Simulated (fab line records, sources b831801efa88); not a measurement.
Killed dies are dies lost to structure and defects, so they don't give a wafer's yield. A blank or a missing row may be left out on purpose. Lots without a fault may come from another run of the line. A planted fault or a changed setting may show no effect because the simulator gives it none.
A struck lot beside a sound one | flow sky130 | 16 steps out of a route of 708
Sound: wafers L380.2, L380.4, L380.6. Struck: wafer L396.2. (L396.3, L396.5 of the same lot were not struck and are left out.) The cause comes at the end.
At each step with rows: each side's tool, then ch and its chambers, then its first start. Under that, the readings that differ: sound wafers | struck wafers | difference of the means | sigmas: that difference in standard deviations of wafers without a fault.
alike: readings whose means differ by less than 2 such deviations, and words and numbers that are the same on both sides. not compared: withheld readings, readings that some wafer has no value for, bounds like >300 that may hide the same value, and numbers for which the record gives no deviation and whose values overlap.
The two part at a step that has a row with sigmas, a row that says differs or no value, or rows on one side only. Numbers that don't overlap but have no deviation are shown without sigmas and don't part them. A reading that every wafer of one side lacks parts them only if that side has two wafers or more.

first, 2 steps without rows for these wafers: SKY_METAL4_PEB_11; SKY_METAL4_DEVELOP_12 (develop time 60 s).
SKY_METAL4_CD_MEAS_13: target cd 300 nm.
  sound on cd_sem-02, day 42 09:01; struck on cd_sem-02, day 47 01:53
  alike: cd_nm
SKY_METAL4_OVL_MEAS_14:
  sound on overlay-02, day 42 09:07; struck on overlay-02, day 47 01:59
  alike: METAL4_OVL
SKY_METAL4_DESCUM_15: chemistry O2, time 8 s.
  sound on rie_metal-02 ch 1, day 42 09:09; struck on rie_metal-04 ch 1, day 47 02:02
  alike: drypump_motor_current_A, oes_product_au
  not compared: rf_hours_counter_h
SKY_METAL4_ETCH_16: etches BARC in N2/H2, stops on SiO2, time 88.2 s, target depth 60 nm.
  sound on rie_metal-02 ch 1, day 42 09:11; struck on rie_metal-04 ch 1, day 47 02:07
  reading               | sound             | struck | difference | sigmas
  oes_product_au (a.u.) | 0.622 0.629 0.628 | 0.616  | -0.010     | -2
  alike: drypump_motor_current_A, throttle_valve_pct
  not compared: rf_hours_counter_h
SKY_METAL4_ETCH_17: etches SiO2 in C4F8/O2/Ar, stops on TiN, time 3.9 s, target depth 15 nm.
  sound on rie_diel-01 ch 1,2,3, day 42 09:17; struck on rie_diel-04 ch 3, day 47 02:17
  alike: oes_product_au
  not compared: rf_hours_counter_h
SKY_METAL4_METAL_ETCH_18: etches the open film in Cl2/BCl3, stops on SiO2, target depth 845 nm, time 178.2 s.
  sound on rie_metal-01 ch 0,1, day 42 09:17; struck on rie_metal-02 ch 0, day 47 02:17
  reading               | sound             | struck | difference | sigmas
  mfc_cl2_sccm (sccm)   | 60.32 59.98 59.70 | 60.39  | +0.39      | +2
  oes_product_au (a.u.) | 0.872 0.878 0.883 | 0.891  | +0.013     | +2
  alike: drypump_motor_current_A, throttle_valve_pct
  not compared: rf_hours_counter_h
SKY_METAL4_STRIP_19: strips in O2/N2.
  sound on plasma_asher-02 ch 0,1, day 42 09:28; struck on plasma_asher-02 ch 0, day 47 02:28
  alike: drypump_motor_current_A, oes_product_au, strip_time_to_endpoint_s
  not compared: rf_hours_counter_h
then, 3 steps without rows for these wafers: SKY_METAL4_STRIP_20 (strips in post etch residue remover, time 1200 s); SKY_METAL4_CLEAN_21 (cleans in IPA, time 180 s); SKY_METAL4_CLEAN_22 (cleans in O3/DIW).
SKY_VIA4_HDPCVD_00: deposits SiO2, target thk 1750 nm, time 291.7 s.
  sound on hdpcvd-01 ch 0,1, day 42 10:39; struck on hdpcvd-02 ch 0, day 47 03:06
  reading                                  | sound             | struck | difference | sigmas
  sih4_flow_sccm (sccm)                    | 59.77 60.03 59.44 | 47.83  | -11.92     | -74
  model.SiO2_of_VIA4_HDPCVD_00.thk_nm (nm) | 1735 1740 1782    | 1417   | -335       |
SKY_VIA4_THK_MEAS_01:
  sound on film_metro-03, day 42 10:50; struck on film_metro-01, day 47 03:17
  reading              | sound          | struck | difference | sigmas
  VIA4_HDPCVD_THK (nm) | 1734 1739 1783 | 1417   | -335       | -16
then, 1 step without rows for these wafers: SKY_VIA4_CMP_02 (polishes SiO2).
-- the record jumps here: 3 days lie between the struck wafers' starts before and after (it left off in module VIA4 and takes up again in module PAD_OPEN, whose first step shown is number 708 of the route) --
SKY_PAD_OPEN_PROBE_99:
  sound on prober-02, day 46 08:40; struck on prober-01, day 50 09:07
  alike: defect_limited_yield, killed_at_M0_to_M3, killed_at_M4_up, killed_at_contacts, killed_at_front_end, killed_at_other, killed_dies, killed_open, killed_short, sort_bin_3_pad_short, sort_bin_5_function, sort_bin_6_memory, sort_n_pass, sort_yield_pct

WHERE THEY PART
First at SKY_METAL4_ETCH_16; last, within this record, at SKY_VIA4_THK_MEAS_01. Later steps at which nothing parts them and some readings are alike: SKY_PAD_OPEN_PROBE_99.

WHY: what the simulator had put in
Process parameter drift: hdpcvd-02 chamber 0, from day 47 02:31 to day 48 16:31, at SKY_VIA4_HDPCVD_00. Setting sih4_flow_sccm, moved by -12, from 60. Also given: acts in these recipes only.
